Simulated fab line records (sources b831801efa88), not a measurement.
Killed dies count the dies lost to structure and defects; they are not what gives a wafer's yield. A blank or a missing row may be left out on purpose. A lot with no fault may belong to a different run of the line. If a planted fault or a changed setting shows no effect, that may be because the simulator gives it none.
fab line records	flow sky130
record: lots: 5	wafers: 15	last-day: 50
route steps=708 shown LI_CONTACT@368 LOCAL_INTERCONNECT@387 PAD_OPEN@708
lots that met no fault: taken from a fault-free run of the same line
start-h: hours from the record's first day to the start of the lot's first wafer shown	wait-h: time in hours since the lot's previous step	" identical to the entry in the row above	L1.1+2: a single row standing in for several wafers	- value missing, or start not given	* or withheld: withheld	< > ~ a bound
route shown NAME@n: NAME is a module with steps in the file, n the number in the route of the first one	usual: mean/standard deviation of fault-free wafers	same: alike in all rows	chamber/n: place in a boat	sites: per-site readings	_std_site: the values' standard deviation	_edge_site: inner sites' mean taken away from outer sites' mean	radius-mm: how far each site lies from the wafer's centre	mask NAME#n: copy n	behind: the tool/chamber that last shaped the wafer	hold: why the lot was held/for how many hours/how that ended	device: the transistor (n, p or np) that didn't switch	end of line: tests run on the same wafers once the route is complete	step lacking rows: just its recipe	killed: at the first sort, the dies lost to defects and structure; wafer yield is something else	map: shows each die of a wafer: x if killed, . if not, _ if none is there
set.NAME: the setting that was run; set.NAME@STEP: the one run at that earlier step	model.NAME: the simulator's own value behind a step, which no gauge read
lots at some steps of the route; a table a step, a row a wafer
services: a tool's chamber out of use, with start hour (start-h, from the record's first day; less than 0 if before it), hours out, and reason
== steps ==
step: SKY_LI_CONTACT_COAT_06
recipe: resist: BARC	temp-c: withheld	time-s: withheld	spin-rpm: 3000	resist-thk-nm: 60
step: SKY_LI_CONTACT_COAT_07
recipe: resist: KrF-thick	spin-rpm: 3000	resist-thk-nm: 450
step: SKY_LI_CONTACT_SOFTBAKE_08
recipe: temp-c: 100	time-s: 90	resist: KrF-thick
step: SKY_LI_CONTACT_EXPOSE_09
recipe: mask-id: LICM1	na: 0.8	source-shape: annular	sigma-inner: 0.55	sigma-outer: 0.85	target-cd-nm: 170	dose-mj: 37.39
step: SKY_LI_CONTACT_PEB_10
recipe: peb-temp-c: withheld	peb-time-s: withheld	resist: KrF-thick
step: SKY_LI_CONTACT_DEVELOP_11
recipe: develop-time-s: 60	resist: KrF-thick	dev-temp-c: 21
step: SKY_LI_CONTACT_CD_MEAS_12
recipe: target-cd-nm: 170
usual: cd-nm: 170.3/1.3
lot.wafer	tool	chamber	start-h	wait-h	cd-nm
L533.2	cd-sem-02	-	689.44	-	170.3
L533.3	"	-	"	"	171.2
L533.6	"	-	"	"	171.1
L543.1	cd-sem-02	-	786.29	-	171.0
L543.2	"	-	"	"	170.4
L543.3	"	-	"	"	171.2
L549.1	cd-sem-01	-	824.49	-	170.2
L549.3	"	-	"	"	171.4
L549.6	"	-	"	"	171.4
L550.1	cd-sem-02	-	826.52	-	172.2
L550.3	"	-	"	"	173.0
L550.4	"	-	"	"	172.5
L554.2	cd-sem-01	-	851.92	-	171.1
L554.3	"	-	"	"	172.4
L554.5	"	-	"	"	170.5
step: SKY_LI_CONTACT_OVL_MEAS_13
usual: LI_CONTACT_OVL: 0/6.1
lot.wafer	tool	chamber	start-h	wait-h	LI_CONTACT_OVL[nm]
L533.2	overlay-01	-	689.55	0.1	2
L533.3	"	-	"	"	-5
L533.6	"	-	"	"	-3
L543.1	overlay-01	-	786.41	0.1	-9
L543.2	"	-	"	"	-2
L543.3	"	-	"	"	-8
L549.1	overlay-02	-	824.61	0.1	1
L549.3	"	-	"	"	1
L549.6	"	-	"	"	2
L550.1	overlay-01	-	826.64	0.1	7
L550.3	"	-	"	"	6
L550.4	"	-	"	"	2
L554.2	overlay-02	-	852.02	0.1	-2
L554.3	"	-	"	"	-1
L554.5	"	-	"	"	-3
step: SKY_LI_CONTACT_ETCH_14
recipe: chemistry: N2/H2	target: BARC	ion-energy-ev: 200	source-w: 500	bias-w: 100	pressure-mtorr: 30	n2-flow-sccm: 100	h2-flow-sccm: 200	stop-on: SiO2	time-s: 45.9	target-depth-a: 600
step: SKY_LI_CONTACT_ETCH_15
recipe: target: PSG	chemistry: C4F8/O2/Ar	stop-on: Si	taper-deg: 4.15	mask-material: KrF-thick	source-w: 1500	bias-w: 1200	pressure-mtorr: 40	c4f8-flow-sccm: withheld	O2_flow_sccm: 6	Ar_flow_sccm: 300	time-s: withheld	target-depth-a: 6000
usual: oes-product-au: 0.837/0.0047
lot.wafer	tool	chamber	start-h	wait-h	oes-product-au
L533.2	rie-diel-02	1	689.62	0.0	0.833
L533.3	"	3	"	"	0.836
L533.6	"	2	"	"	0.834
L543.1	rie-diel-02	1	786.49	0.0	0.838
L543.2	"	3	"	"	0.849
L543.3	"	2	"	"	0.842
L549.1	rie-diel-04	1	824.69	0.0	0.838
L549.3	"	0	"	"	0.837
L549.6	"	1	"	"	0.839
L550.1	rie-diel-04	2	826.72	0.0	0.835
L550.3	"	3	"	"	0.830
L550.4	"	0	"	"	0.836
L554.2	rie-diel-02	1	852.09	0.0	0.832
L554.3	"	0	"	"	0.829
L554.5	"	1	"	"	0.839
step: SKY_LI_CONTACT_STRIP_16
recipe: chemistry: O2/N2	power-w: 1400	pressure-mtorr: 1500	platen-temp-c: withheld	o2-flow-sccm: 3000	n2-flow-sccm: 300	overash-fraction: 0.5
step: SKY_LI_CONTACT_CLEAN_17
recipe: chemistry: NMP	time-s: 600	temp-c: 60	dry: n2-spin
step: SKY_LI_CONTACT_PRE_CLEAN_18
recipe: gas: Ar	time-s: 5.6	bias-v: 358
lot.wafer	tool	chamber	start-h	wait-h	model.PSG_of_LI_CONTACT_HDPCVD_00.thk-nm
L533.2	pvd-sputter-01	-	689.98	0.0	592.5
L533.3	"	-	"	"	591.1
L533.6	"	-	"	"	590.9
L543.1+2	pvd-sputter-03	-	786.87	0.0	592.8
L543.3	"	-	"	"	591.1
L549.1	pvd-sputter-01	-	825.05	0.0	596.4
L549.3	"	-	"	"	592.9
L549.6	"	-	"	"	593.3
L550.1	pvd-sputter-02	-	827.10	0.0	591.1
L550.3	"	-	"	"	591
L550.4	"	-	"	"	591.3
L554.2	pvd-sputter-02	-	852.45	0.0	591.3
L554.3	"	-	"	"	592.8
L554.5	"	-	"	"	590.7
step: SKY_LI_CONTACT_SPUTTER_19
recipe: material: Ti	target-thk-nm: 20	chamber-pressure-pa: 5	power-w: 2500	substrate-temp-c: 200	time-s: 106.37
usual: throttle-valve-pct: 30.1/0.9
lot.wafer	tool	chamber	start-h	wait-h	throttle-valve-pct
L533.2	pvd-sputter-01	-	690.00	0.0	30.8
L533.3	"	-	"	"	30.6
L533.6	"	-	"	"	30.7
L543.1	pvd-sputter-03	-	786.89	0.0	31.1
L543.2	"	-	"	"	29.7
L543.3	"	-	"	"	29.4
L549.1	pvd-sputter-01	-	825.07	0.0	29.3
L549.3	"	-	"	"	31.3
L549.6	"	-	"	"	30.6
L550.1	pvd-sputter-02	-	827.12	0.0	29.7
L550.3	"	-	"	"	28.5
L550.4	"	-	"	"	29.3
L554.2	pvd-sputter-02	-	852.47	0.0	28.5
L554.3	"	-	"	"	29.4
L554.5	"	-	"	"	28.1
step: SKY_LI_CONTACT_SPUTTER_20
recipe: material: TiN	target-thk-nm: 20	chamber-pressure-pa: 5	power-w: 4000	time-s: 80
usual: throttle-valve-pct: 30.1/0.93
lot.wafer	tool	chamber	start-h	wait-h	throttle-valve-pct
L533.2	pvd-sputter-01	-	690.08	0.0	30.8
L533.3	"	-	"	"	31.1
L533.6	"	-	"	"	30.7
L543.1	pvd-sputter-03	-	786.96	0.0	30.9
L543.2	"	-	"	"	29.8
L543.3	"	-	"	"	29.5
L549.1	pvd-sputter-01	-	825.15	0.0	29.4
L549.3	"	-	"	"	31.4
L549.6	"	-	"	"	30.6
L550.1	pvd-sputter-02	-	827.19	0.0	29.9
L550.3	"	-	"	"	28.5
L550.4	"	-	"	"	29.6
L554.2	pvd-sputter-02	-	852.55	0.0	28.4
L554.3	"	-	"	"	29.4
L554.5	"	-	"	"	28.4
step: SKY_LI_CONTACT_CVD_21
recipe: material: W	target-thk-nm: 400	time-s: 120.56	temp-c: 400	pressure-torr: 40
step: SKY_LI_CONTACT_RS_MEAS_22
recipe: thk-meas-gauge: four-point-probe	reads: W_of_LI_CONTACT_CVD_21+TiN_of_LI_CONTACT_SPUTTER_20+Ti_of_LI_CONTACT_SPUTTER_19
usual: LI_CONTACT_W_RS: 0.2846/0.003
lot.wafer	tool	chamber	start-h	wait-h	LI_CONTACT_W_RS[ohm/sq]
L533.2	film-metro-04	-	690.28	0.1	0.2822
L533.3	"	-	"	"	0.2847
L533.6	"	-	"	"	0.2842
L543.1	film-metro-01	-	787.15	0.1	0.2845
L543.2	"	-	"	"	0.2863
L543.3	"	-	"	"	0.2834
L549.1	film-metro-01	-	825.34	0.1	0.2872
L549.3	"	-	"	"	0.2837
L549.6	"	-	"	"	0.2814
L550.1	film-metro-01	-	827.38	0.1	0.2875
L550.3	"	-	"	"	0.2788
L550.4	"	-	"	"	0.2894
L554.2	film-metro-04	-	852.76	0.1	0.2861
L554.3	"	-	"	"	0.2877
L554.5	"	-	"	"	0.2899
step: SKY_LI_CONTACT_THK_MEAS_23
recipe: thk-meas-gauge: xrf	reads: W_of_LI_CONTACT_CVD_21
usual: LI_CONTACT_W_THK: 376/5.4
lot.wafer	tool	chamber	start-h	wait-h	LI_CONTACT_W_THK[nm]
L533.2	film-metro-04	-	690.39	0.1	380
L533.3	"	-	"	"	375
L533.6	"	-	"	"	376
L543.1	film-metro-01	-	787.27	0.1	371
L543.2	"	-	"	"	368
L543.3	"	-	"	"	377
L549.1	film-metro-01	-	825.46	0.1	371
L549.3	"	-	"	"	372
L549.6	"	-	"	"	377
L550.1	film-metro-01	-	827.50	0.1	368
L550.3	"	-	"	"	375
L550.4	"	-	"	"	368
L554.2	film-metro-04	-	852.87	0.1	380
L554.3	"	-	"	"	378
L554.5	"	-	"	"	373
step: SKY_LI_CONTACT_CMP_24
recipe: stop-on: PSG	t-overpolish-s: 20	down-force-psi: 3.5	platen-rpm: 60	target-thk-nm: 0	pad-velocity-m-s: 0.94248
usual: motor-current-A: 11.1/0.97	overpolish-run-s: 20.000/0.0081	time-to-endpoint-s: 98/3.7
lot.wafer	tool	chamber	start-h	wait-h	motor-current-A	overpolish-run-s	time-to-endpoint-s
L533.3	cmp-01	3	690.49	0.1	11.5	20.001	98
L533.2	"	1	"	"	11.8	19.998	101
L533.6	"	3	"	"	12.1	19.999	100
L543.2	cmp-01	3	787.33	0.0	12.1	19.998	99
L543.1	"	1	"	"	11.0	19.997	102
L543.3	"	2	"	"	9.0	20.001	102
L549.3	cmp-01	1	825.58	0.1	10.8	19.986	104
L549.1	"	2	"	"	10.1	19.997	100
L549.6	"	0	"	"	10.5	20.000	95
L550.4	cmp-01	3	827.56	0.0	11.2	19.984	96
L550.3	"	1	"	"	12.3	19.994	103
L550.1	"	2	"	"	9.8	19.991	100
L554.2	cmp-01	3	852.92	0.0	12.0	19.999	100
L554.3	"	0	"	"	10.3	19.997	95
L554.5	"	3	"	"	11.5	20.010	99
step: SKY_LOCAL_INTERCONNECT_SPUTTER_00
recipe: material: TiN	target-thk-nm: 100	temp-c: 300	power-w: 6500	time-s: 83.3	chamber-pressure-pa: 0.4
step: SKY_LOCAL_INTERCONNECT_RS_MEAS_01
recipe: thk-meas-gauge: four-point-probe	reads: TiN_of_LOCAL_INTERCONNECT_SPUTTER_00
usual: LOCAL_INTERCONNECT_TIN_RS: 14.15/0.18
lot.wafer	tool	chamber	start-h	wait-h	LOCAL_INTERCONNECT_TIN_RS[ohm/sq]
L533.2	film-metro-02	-	690.83	0.1	13.90
L533.3	"	-	"	"	14.08
L533.6	"	-	"	"	14.05
L543.1	film-metro-01	-	787.69	0.0	14.04
L543.2	"	-	"	"	13.86
L543.3	"	-	"	"	13.79
L549.1	film-metro-03	-	825.89	0.0	14.52
L549.3	"	-	"	"	14.39
L549.6	"	-	"	"	14.51
L550.1	film-metro-01	-	827.92	0.0	14.13
L550.3	"	-	"	"	13.98
L550.4	"	-	"	"	14.13
L554.2	film-metro-03	-	853.30	0.1	14.31
L554.3	"	-	"	"	14.11
L554.5	"	-	"	"	14.19
step: SKY_LOCAL_INTERCONNECT_THK_MEAS_02
recipe: thk-meas-gauge: xrf	reads: TiN_of_LOCAL_INTERCONNECT_SPUTTER_00
usual: LOCAL_INTERCONNECT_TIN_THK: 99.2/1.4
lot.wafer	tool	chamber	start-h	wait-h	LOCAL_INTERCONNECT_TIN_THK[nm]
L533.2	film-metro-02	-	690.94	0.1	101.6
L533.3	"	-	"	"	100.8
L533.6	"	-	"	"	101.0
L543.1	film-metro-01	-	787.81	0.1	99.2
L543.2	"	-	"	"	100.5
L543.3	"	-	"	"	101.1
L549.1	film-metro-03	-	826.01	0.1	95.8
L549.3	"	-	"	"	97.1
L549.6	"	-	"	"	96.0
L550.1	film-metro-01	-	828.04	0.1	98.3
L550.3	"	-	"	"	99.1
L550.4	"	-	"	"	98.5
L554.2	film-metro-03	-	853.41	0.1	98.0
L554.3	"	-	"	"	98.9
L554.5	"	-	"	"	98.8
step: SKY_LOCAL_INTERCONNECT_DEHYDRATE_03
recipe: temp-c: 200	time-s: 60
step: SKY_LOCAL_INTERCONNECT_HMDS_04
recipe: prime-time-s: 60	prime-temp-c: 120
step: SKY_LOCAL_INTERCONNECT_COAT_05
recipe: resist: BARC	temp-c: withheld	time-s: withheld	spin-rpm: 3000	resist-thk-nm: 60
step: SKY_LOCAL_INTERCONNECT_COAT_06
recipe: resist: KrF-thick	spin-rpm: 3000	resist-thk-nm: 450
step: SKY_LOCAL_INTERCONNECT_SOFTBAKE_07
recipe: temp-c: 100	time-s: 90	resist: KrF-thick
step: SKY_LOCAL_INTERCONNECT_EXPOSE_08
recipe: mask-id: LI1M	na: 0.8	source-shape: annular	sigma-inner: 0.55	sigma-outer: 0.85	target-cd-nm: 170	dose-mj: 28
step: SKY_LOCAL_INTERCONNECT_PEB_09
recipe: peb-temp-c: withheld	peb-time-s: withheld	resist: KrF-thick
step: SKY_LOCAL_INTERCONNECT_DEVELOP_10
recipe: develop-time-s: 60	resist: KrF-thick	dev-temp-c: 21
step: SKY_LOCAL_INTERCONNECT_CD_MEAS_11
recipe: target-cd-nm: 170
usual: cd-nm: 170.1/1.3
lot.wafer	tool	chamber	start-h	wait-h	cd-nm
L533.2	cd-sem-02	-	718.29	-	170.1
L533.3	"	-	"	"	169.4
L533.6	"	-	"	"	169.8
L543.1	cd-sem-01	-	813.69	-	170.0
L543.2	"	-	"	"	168.8
L543.3	"	-	"	"	169.9
L549.1	cd-sem-02	-	852.32	-	168.4
L549.3	"	-	"	"	169.6
L549.6	"	-	"	"	169.2
L550.1	cd-sem-01	-	854.44	-	168.9
L550.3	"	-	"	"	169.6
L550.4	"	-	"	"	167.4
L554.2	cd-sem-01	-	879.39	-	170.0
L554.3	"	-	"	"	171.6
L554.5	"	-	"	"	169.3
step: SKY_LOCAL_INTERCONNECT_OVL_MEAS_12
usual: LOCAL_INTERCONNECT_OVL: 1/4.8
lot.wafer	tool	chamber	start-h	wait-h	LOCAL_INTERCONNECT_OVL[nm]
L533.2	overlay-02	-	718.40	0.1	-2
L533.3	"	-	"	"	1
L533.6	"	-	"	"	-3
L543.1	overlay-02	-	813.81	0.1	-5
L543.2	"	-	"	"	1
L543.3	"	-	"	"	3
L549.1	overlay-01	-	852.44	0.1	0
L549.3	"	-	"	"	-3
L549.6	"	-	"	"	2
L550.1	overlay-01	-	854.57	0.1	1
L550.3	"	-	"	"	-2
L550.4	"	-	"	"	2
L554.2	overlay-01	-	879.50	0.1	-3
L554.3	"	-	"	"	-4
L554.5	"	-	"	"	-1
step: SKY_LOCAL_INTERCONNECT_ETCH_13
recipe: chemistry: N2/H2	target: BARC	ion-energy-ev: 200	bias-w: 100	pressure-mtorr: 30	n2-flow-sccm: 100	h2-flow-sccm: 200	icp-w: 500	stop-on: SiO2	time-s: 45.9	target-depth-a: 600
usual: drypump-motor-current-A: 5.5/0.37	oes-product-au: 0.854/0.0048	throttle-valve-pct: 13.224/0.0085
lot.wafer	tool	chamber	start-h	wait-h	drypump-motor-current-A	oes-product-au	rf-hours-counter-h	throttle-valve-pct
L533.2	rie-metal-04	1	718.45	0.0	5.7	0.849	-	13.234
L533.3	"	1	"	"	5.7	0.853	-	13.233
L533.6	"	1	"	"	5.7	0.848	-	13.230
L543.1	rie-metal-02	1	813.85	0.0	4.8	0.849	15	13.208
L543.2	"	0	"	"	5.6	0.848	10	13.232
L543.3	"	0	"	"	5.6	0.868	-	13.209
L549.1	rie-metal-01	1	852.48	0.0	6.0	0.860	3	13.219
L549.3	"	0	"	"	5.2	0.853	-	13.212
L549.6	"	0	"	"	5.2	0.855	-	13.208
L550.1	rie-metal-01	0	854.61	0.0	5.1	0.848	17	13.221
L550.3	"	1	"	"	6.0	0.851	-	13.213
L550.4	"	0	"	"	5.1	0.854	-	13.229
L554.2	rie-metal-02	0	879.53	0.0	5.5	0.851	13	13.235
L554.3	"	0	"	"	5.6	0.856	-	13.237
L554.5	"	1	"	"	4.8	0.849	-	13.209
step: SKY_LOCAL_INTERCONNECT_METAL_ETCH_14
recipe: target-depth-nm: 110	stop-on: PSG	chemistry: Cl2/BCl3	target: TiN	resist-sidewall-deg: 88	pressure-mtorr: 10	icp-w: 900	bias-w: 48.5	Cl2_flow_sccm: 60	bcl3-flow-sccm: 30	time-s: 32.43
usual: drypump-motor-current-A: 5.5/0.37	mfc-cl2-sccm: 59.98/0.19	oes-product-au: 0.932/0.0084	throttle-valve-pct: 21.906/0.012
lot.wafer	tool	chamber	start-h	wait-h	drypump-motor-current-A	mfc-cl2-sccm	oes-product-au	rf-hours-counter-h	throttle-valve-pct	model.PSG_of_LI_CONTACT_HDPCVD_00.thk-nm
L533.2	rie-metal-04	1	718.57	0.1	5.7	60.12	0.940	-	21.922	587.4
L533.3	"	1	"	"	5.7	60.12	0.930	-	21.905	585.9
L533.6	"	1	"	"	5.6	60.17	0.936	-	21.897	585.8
L543.1	rie-metal-02	1	813.91	0.0	4.8	60.21	0.938	15	21.900	587.7
L543.2	"	0	"	"	5.5	60.33	0.951	10	21.886	587.7
L543.3	"	0	"	"	5.5	60.19	0.941	-	21.886	586
L549.1	rie-metal-01	1	852.54	0.0	6.0	60.23	0.912	3	21.933	591.3
L549.3	"	0	"	"	5.1	60.27	0.929	-	21.906	587.8
L549.6	"	0	"	"	5.1	60.09	0.915	-	21.907	588.1
L550.1	rie-metal-01	0	854.67	0.0	5.1	60.06	0.934	17	21.906	585.9
L550.3	"	1	"	"	6.0	60.39	0.937	-	21.889	585.9
L550.4	"	0	"	"	5.1	60.19	0.939	-	21.913	586.2
L554.2	rie-metal-02	0	879.59	0.0	5.6	59.51	0.926	13	21.922	586.2
L554.3	"	0	"	"	5.6	59.68	0.936	-	21.895	587.7
L554.5	"	1	"	"	4.8	59.84	0.928	-	21.897	585.6
step: SKY_LOCAL_INTERCONNECT_STRIP_15
recipe: chemistry: O2/N2	power-w: 1400	pressure-mtorr: 1500	platen-temp-c: withheld	o2-flow-sccm: 3000	n2-flow-sccm: 300	overash-fraction: 0.5
step: SKY_PAD_OPEN_PROBE_99
usual: killed_at_M0_to_M3: 43/7.6	killed_at_M4_up: 2.9/1.9	killed-at-contacts: 24/5	killed-at-front-end: 15/4.3	killed-at-other: 0.3/0.54	killed-dies: 85/10	killed-open: 47/7	killed-short: 38/6.4
same: gross-dies: 492	killed-at-back-side: 0
lot.wafer	tool	chamber	start-h	wait-h	killed_at_M0_to_M3	killed_at_M4_up	killed-at-contacts	killed-at-front-end	killed-at-other	killed-dies	killed-open	killed-short	model.etest.licon-ndiff.rc-ohm	model.etest.sonos-uncharged.r-on-ohm-um	model.etest.licon-pdiff.rc-ohm	model.etest.licon-poly.rc-ohm
L533.2	prober-02	-	1088.39	0.1	47	3	24	15	1	90	52	38	179.6	814.3	573.8	144.5
L533.3	prober-02	-	1088.44	0.2	46	5	21	19	0	91	46	45	178.1	820.4	568.1	149.5
L533.6	prober-02	-	1088.59	0.2	41	9	18	25	1	94	55	39	181.3	815.1	580.9	149
L543.1	prober-02	-	1154.79	0.1	26	2	22	16	0	66	37	29	183.4	800.3	576.5	147.9
L543.2	prober-02	-	1154.84	0.1	40	2	26	9	0	77	38	39	180.4	811.5	555.2	147
L543.3	prober-02	-	1154.89	0.2	36	4	34	19	0	93	51	42	181.6	823.1	586.4	149.8
L549.1	prober-02	-	1180.69	0.1	34	1	9	17	0	61	30	31	212.2	842.8	590.6	163.5
L549.3	prober-02	-	1180.79	0.2	36	4	25	15	0	80	50	30	182.4	802.1	580	163.2
L549.6	prober-02	-	1180.94	0.2	51	2	16	19	1	89	46	43	175.7	820.6	592.9	149.7
L550.1	prober-01	-	1185.97	0.1	56	2	23	23	0	104	56	48	180.9	821.2	548.3	147.1
L550.3	prober-01	-	1186.07	0.2	53	0	27	13	0	93	53	40	175	816.6	560.9	153.2
L550.4	prober-01	-	1186.12	0.2	48	3	24	10	0	85	46	39	174.5	797.3	556.7	150.6
L554.2	prober-01	-	1199.78	0.1	50	2	22	14	0	88	39	49	177.7	801	607.3	149.8
L554.3	prober-01	-	1199.83	0.2	53	0	20	12	1	86	45	41	170.1	812.5	571	151.2
L554.5	prober-01	-	1199.93	0.2	43	2	24	14	0	83	42	41	177.1	817.3	560.7	146.4
killed by level:class
L533.2 LI_CONTACT:geometric-particle:open=9 VIA3:geometric-particle:open=8 VIA1:geometric-particle:short=7 CONTACT:geometric-particle:open=6 METAL2:geometric-particle:short=6 VIA2:geometric-particle:open=6 POLY_GATE:geometric-particle:open=5 VIA3:geometric-particle:short=5
L533.3 VIA3:geometric-particle:open=9 VIA1:geometric-particle:open=8 FIELD_ISO:geometric-particle:short=7 LI_CONTACT:geometric-particle:open=7 CONTACT:geometric-particle:open=7 METAL2:geometric-particle:short=7 METAL1:geometric-particle:short=6 METAL3:geometric-particle:short=5
L533.6 VIA1:geometric-particle:open=9 LI_CONTACT:geometric-particle:open=8 FIELD_ISO:geometric-particle:open=7 FIELD_ISO:geometric-particle:short=6 POLY_GATE:geometric-particle:open=5 CONTACT:geometric-particle:open=5 VIA1:geometric-particle:short=5 VIA2:geometric-particle:open=5
L543.1 CONTACT:geometric-particle:short=10 VIA1:geometric-particle:open=10 CONTACT:geometric-particle:open=9 FIELD_ISO:geometric-particle:short=5 FIELD_ISO:geometric-particle:open=4 VIA2:geometric-particle:open=4 VIA3:geometric-particle:open=4 VIA1:geometric-particle:short=3
L543.2 CONTACT:geometric-particle:open=11 METAL1:geometric-particle:short=6 LI_CONTACT:geometric-particle:open=6 VIA1:geometric-particle:open=6 CONTACT:geometric-particle:short=5 VIA2:geometric-particle:open=5 VIA3:geometric-particle:short=5 VIA1:geometric-particle:short=4
L543.3 VIA1:geometric-particle:open=9 CONTACT:geometric-particle:short=9 LI_CONTACT:geometric-particle:open=8 VIA3:geometric-particle:open=8 CONTACT:geometric-particle:open=7 LI_CONTACT:geometric-particle:short=5 METAL2:geometric-particle:short=5 FIELD_ISO:geometric-particle:short=4
L549.1 VIA1:geometric-particle:open=8 FIELD_ISO:geometric-particle:short=8 VIA3:geometric-particle:open=8 METAL1:geometric-particle:short=6 POLY_GATE:geometric-particle:open=3 POLY_GATE:geometric-particle:short=3 LI_CONTACT:geometric-particle:open=3 CONTACT:geometric-particle:open=3
L549.3 CONTACT:geometric-particle:open=13 LI_CONTACT:geometric-particle:open=7 VIA1:geometric-particle:open=7 METAL1:geometric-particle:short=6 VIA2:geometric-particle:open=5 VIA3:geometric-particle:open=5 FIELD_ISO:geometric-particle:open=4 VIA3:geometric-particle:short=4
L549.6 VIA1:geometric-particle:open=11 METAL2:geometric-particle:short=10 POLY_GATE:geometric-particle:open=6 METAL1:geometric-particle:short=6 FIELD_ISO:geometric-particle:open=5 CONTACT:geometric-particle:open=5 VIA3:geometric-particle:short=4 CONTACT:geometric-particle:short=4
L550.1 VIA1:geometric-particle:open=11 VIA3:geometric-particle:open=10 VIA2:geometric-particle:open=9 LOCAL_INTERCONNECT:geometric-particle:short=7 POLY_GATE:geometric-particle:open=6 METAL1:geometric-particle:short=6 VIA1:geometric-particle:short=5 CONTACT:geometric-particle:short=5
L550.3 CONTACT:geometric-particle:open=11 VIA1:geometric-particle:open=10 LI_CONTACT:geometric-particle:open=7 VIA1:geometric-particle:short=7 METAL2:geometric-particle:short=7 METAL1:geometric-particle:short=6 VIA2:geometric-particle:open=6 VIA3:geometric-particle:open=6
L550.4 CONTACT:geometric-particle:open=10 VIA1:geometric-particle:open=8 VIA2:geometric-particle:open=7 LI_CONTACT:geometric-particle:open=7 METAL1:geometric-particle:short=7 METAL2:geometric-particle:short=7 LI_CONTACT:geometric-particle:short=5 VIA3:geometric-particle:short=4
L554.2 METAL2:geometric-particle:short=10 VIA1:geometric-particle:short=8 VIA1:geometric-particle:open=8 CONTACT:geometric-particle:open=7 LI_CONTACT:geometric-particle:open=6 METAL1:geometric-particle:short=6 FIELD_ISO:geometric-particle:open=5 CONTACT:geometric-particle:short=5
L554.3 VIA1:geometric-particle:open=12 VIA1:geometric-particle:short=9 VIA2:geometric-particle:open=8 VIA3:geometric-particle:open=7 METAL2:geometric-particle:short=7 LI_CONTACT:geometric-particle:open=5 CONTACT:geometric-particle:open=5 POLY_GATE:geometric-particle:open=4
L554.5 VIA3:geometric-particle:open=10 VIA1:geometric-particle:open=8 METAL2:geometric-particle:short=7 LI_CONTACT:geometric-particle:open=6 CONTACT:geometric-particle:short=6 CONTACT:geometric-particle:open=6 FIELD_ISO:geometric-particle:short=5 VIA1:geometric-particle:short=4
== services ==
tool	chamber	start-h	hours	kind
rie-metal-04	-	676.71	1.4	pm
rie-diel-02	0	685.81	2.6	repair
pvd-sputter-01	-	687.77	2.1	repair
pvd-sputter-03	-	689.19	6.0	repair
rie-metal-01	1	690.79	7.0	repair
pvd-sputter-01	-	704.31	2.9	repair
rie-metal-01	1	711.73	5.1	repair
pvd-sputter-03	-	717.26	1.2	repair
rie-metal-02	1	718.01	2.9	repair
rie-diel-02	0	724.90	11.1	repair
cmp-01	-	730.36	38.0	repair
cmp-01	-	731.01	0.3	repair
pvd-sputter-01	-	735.11	1.0	repair
pvd-sputter-03	-	754.44	1.2	repair
rie-metal-01	1	763.83	3.2	repair
cmp-01	-	767.22	3.0	repair
pvd-sputter-03	-	776.90	1.8	repair
pvd-sputter-01	-	782.14	0.5	repair
rie-metal-01	-	784.51	2.8	pm
pvd-sputter-02	-	790.80	6.8	repair
cmp-01	-	811.28	4.4	repair
cmp-01	-	811.64	1.3	repair
cmp-01	-	813.94	0.7	repair
cmp-01	-	870.69	0.5	repair
== key ==
first-sign none at tools or gauges
model-effect: step: SKY_LI_CONTACT_PRE_CLEAN_18	value: PSG_of_LI_CONTACT_HDPCVD_00.thk-nm	without: 592.6	struck: 596.4
model-effect: step: SKY_LOCAL_INTERCONNECT_METAL_ETCH_14	value: PSG_of_LI_CONTACT_HDPCVD_00.thk-nm	without: 587.5	struck: 591.3
model-effect: step: SKY_PAD_OPEN_PROBE_99	value: etest.licon-ndiff.rc-ohm	without: 183.7	struck: 212.2
met-at SKY_LI_CONTACT_PRE_CLEAN_18
struck-wafers L549.1
tester-left-out L549
fault: kind: process-parameter-drift	tool: pvd-sputter-01	chamber: -	onset-h: 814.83	steps: SKY_LI_CONTACT_PRE_CLEAN_18	channel: time-s	offset: *	shape: step	end-h: 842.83	acts-in: *	stated: *	scope: struck-wafers-only
tester-left-out: of these lots the tester's yield and bins aren't shown, on N5 and GAA mostly nor the transistor test; their killed dies are dies lost to structure and defects alone, not to doping, threshold or leakage, so they don't give the yield
